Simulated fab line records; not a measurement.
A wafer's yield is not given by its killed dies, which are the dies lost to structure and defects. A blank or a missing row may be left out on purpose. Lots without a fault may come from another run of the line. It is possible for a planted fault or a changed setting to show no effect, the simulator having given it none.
One fault through the eyes of 2 desks :: flow sky130 :: each desk holds nothing but its own numbers, with what lay behind them at the end

== TOOL OWNER'S DESK, krf-scanner-02 ==
The tool's own readings at SKY_CONTACT_EXPOSE_11 (exposes mask CTM1, target cd 170 nm): means of the sampled wafers that have a number, for each lot that ran on this tool. A lot is out of limits, marked OUT, if its mean lies more than 4 standard deviations from the usual mean; the brackets give that distance.
Columns: A = focus-offset-nm at SKY_CONTACT_EXPOSE_11, usual 0.0 nm
lot: L216
first seen here: day 30 18:19
A: -0.1

lot: L217
first seen here: day 30 21:41
A: 0.2

lot: L218
first seen here: day 31 09:21
A: 0.1

lot: L220
first seen here: day 32 06:46
A: 0.2

lot: L221
first seen here: day 32 12:33
A: -0.2

lot: L222
first seen here: day 32 23:41
A: 0.3

lot: L223
first seen here: day 33 08:20
A: 0.7

lot: L237
first seen here: day 37 19:15
A: -0.4
This desk found nothing out of limits on any of the 8 lots.

== METROLOGY DESK ==
What the gauges read for every lot (on any tool): the sampled wafers with a number, averaged. A lot is out of limits, marked OUT, if its mean lies more than 4 standard deviations from the usual mean; the brackets give that distance.
Columns: A = LI_CONTACT_W_THK at SKY_LI_CONTACT_THK_MEAS_23, usual 398 nm; B = LOCAL_INTERCONNECT_OVL at SKY_LOCAL_INTERCONNECT_OVL_MEAS_12, usual 1 nm; C = cd-nm at SKY_CONTACT_CD_MEAS_14, usual 169.6 nm
lot: L216
first seen here: day 28 22:30
A: 396
B: -1
C: 168.8

lot: L217
first seen here: day 29 02:35
A: 388
B: 5
C: 169.8

lot: L218
first seen here: day 29 13:31
A: 403
B: 2
C: 169.8

lot: L219
first seen here: day 30 06:43
A: 398
B: -5
C: 172.0

lot: L220
first seen here: day 30 11:37
A: 393
B: -3
C: 169.5

lot: L221
first seen here: day 30 17:16
A: 401
B: 2
C: 172.4

lot: L222
first seen here: day 31 03:50
A: 394
B: -3
C: 155.1 (-9.0) OUT

lot: L223
first seen here: day 31 13:36
A: 390
B: 9
C: 148.2 (-13) OUT

lot: L232
first seen here: day 34 07:25
A: 396
B: -1
C: 170.1

lot: L233
first seen here: day 34 18:05
A: 399
B: 5
C: 168.2

lot: L234
first seen here: day 35 09:20
A: 403
B: 13
C: 167.5

lot: L237
first seen here: day 36 03:22
A: 400
B: 5
C: 168.3

lot: L238
first seen here: day 36 11:56
A: 398
B: -2
C: 168.4
This desk's verdict: out of limits on L222, L223, starting with L222 at day 33 12:23 (cd-nm at SKY_CONTACT_CD_MEAS_14). L216, L217, L218, L219, L220, L221, L232, L233, L234, L237, L238: within limits.

== PUT TOGETHER ==
Metrology desk: alarm possible at day 33 12:23 on L222, L223.
Nothing out of limits was seen by the tool owner's desk.
The tool owner's desk has L222, L223 on record, within its limits.
The lots listed all ran SKY_CONTACT_EXPOSE_11 on krf-scanner-02.

== WHAT THE SIMULATOR PUT IN ==
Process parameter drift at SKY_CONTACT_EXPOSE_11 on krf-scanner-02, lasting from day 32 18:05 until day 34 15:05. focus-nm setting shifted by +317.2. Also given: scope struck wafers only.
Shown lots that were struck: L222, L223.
Delay in hours, fault start to first out-of-limits reading, per desk: metrology desk 18.
